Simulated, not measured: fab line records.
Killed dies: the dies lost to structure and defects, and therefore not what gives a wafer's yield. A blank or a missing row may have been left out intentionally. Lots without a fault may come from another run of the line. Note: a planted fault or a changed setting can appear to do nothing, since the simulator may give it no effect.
Chamber matching ; flow sky130 ; rie_diel-03 running SKY_VIA2_ETCH_14: 4 sister chambers
The step etches BARC in N2/H2, stops on SiO2, time 45.9 s, target depth 60 nm. 4 wafers are shown with their chamber, then 12 later ones without.

== WAFERS WITH THEIR CHAMBER ==
wafer;chamber;throttle_valve_pct (%)
L083.6;1;13.223
L089.3;3;13.233
L093.4;2;13.225
L093.6;0;13.223

== WAFERS WITHOUT THEIR CHAMBER ==
wafer;throttle_valve_pct (%)
L094.1;13.227
L094.2;13.220
L094.3;13.233
L094.4;13.227
L094.5;13.238
L094.6;13.240
L095.2;13.240
L095.5;13.238
L095.6;13.226
L096.1;13.225
L096.2;13.243
L096.6;13.225

== THE CHAMBER EACH PASSED THROUGH ==
wafer;from the rows above;in truth
L094.1;can't be placed: 2 or 0 or 1 or 3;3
L094.2;can't be placed: 0 or 1 or 2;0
L094.3;can't be placed: 3 or 2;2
L094.4;can't be placed: 2 or 0 or 1 or 3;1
L094.5;can't be placed: 3 or 2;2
L094.6;can't be placed: 3 or 2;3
L095.2;can't be placed: 3 or 2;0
L095.5;can't be placed: 3 or 2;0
L095.6;can't be placed: 2 or 0 or 1 or 3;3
L096.1;can't be placed: 2 or 0 or 1 or 3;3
L096.2;can't be placed: 3 or 2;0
L096.6;can't be placed: 2 or 0 or 1 or 3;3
Correctly placed: 0 of 12. Not placeable from these rows: 12 (in 9, the candidates include the true chamber). Placed wrongly: 0.
How it was worked out, from the rows above alone: a wafer's distance from a chamber is the root of the sum, over the readings, of the square of ((its reading less the chamber's mean) divided by the reading's scatter). If the next closest chamber is less than 2 further off than the closest, the wafer can't be placed; otherwise it belongs to the closest. The mean given for a chamber averages the wafers shown for that chamber. The scatter (one wafer shown for each chamber): square how far every hidden wafer sits from the nearest shown wafer, average those squares and take the square root.
